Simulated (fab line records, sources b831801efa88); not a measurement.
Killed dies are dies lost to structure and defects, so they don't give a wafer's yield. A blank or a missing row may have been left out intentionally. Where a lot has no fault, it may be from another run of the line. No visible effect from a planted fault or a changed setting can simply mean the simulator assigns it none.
Matching of chambers :: flow sfq line :: pecvd-03 running SFQ_TRILAYER_L0_CAP_PECVD_011: 3 sister chambers
The step deposits SiO2 from SiH4/N2O, time 13.333 s, target thk 60 nm. 3 wafers are shown with their chamber, then 7 later ones without.

## WAFERS PAIRED WITH THEIR CHAMBERS
wafer: L677.3
chamber: 2
throttle valve pct (%): 23.9

wafer: L681.2
chamber: 1
throttle valve pct (%): 23.6

wafer: L681.3
chamber: 0
throttle valve pct (%): 22.6

## WAFERS MISSING THEIR CHAMBER
wafer: L681.4
throttle valve pct (%): 23.8

wafer: L682.4
throttle valve pct (%): 22.4

wafer: L682.5
throttle valve pct (%): 24.0

wafer: L682.6
throttle valve pct (%): 23.7

wafer: L684.1
throttle valve pct (%): 22.9

wafer: L684.3
throttle valve pct (%): 24.4

wafer: L684.5
throttle valve pct (%): 23.1

## EACH ONE'S CHAMBER
wafer: L681.4
from the rows above: can't be placed: 2 or 1
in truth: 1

wafer: L682.4
from the rows above: 0
in truth: 0

wafer: L682.5
from the rows above: can't be placed: 2 or 1
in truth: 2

wafer: L682.6
from the rows above: can't be placed: 1 or 2
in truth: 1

wafer: L684.1
from the rows above: can't be placed: 0 or 1
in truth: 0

wafer: L684.3
from the rows above: can't be placed: 2 or 1
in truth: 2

wafer: L684.5
from the rows above: can't be placed: 0 or 1 or 2
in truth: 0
Correctly placed: 1 of 7. Cannot be placed on the basis of these rows: 6; the candidates contain the true chamber in 6. Number placed wrongly: 0.
How it was worked out, from the rows above alone: a wafer's distance from a chamber is the root of the sum, over the readings, of the square of ((its reading less the chamber's mean) divided by the reading's scatter). The wafer belongs to the nearest chamber; if the next one is less than 2 further off, it can't be placed. A chamber's mean is the mean of its shown wafers. The scatter: with one shown wafer a chamber, the root of the mean of the squares of how far each hidden wafer lies from its nearest shown one.
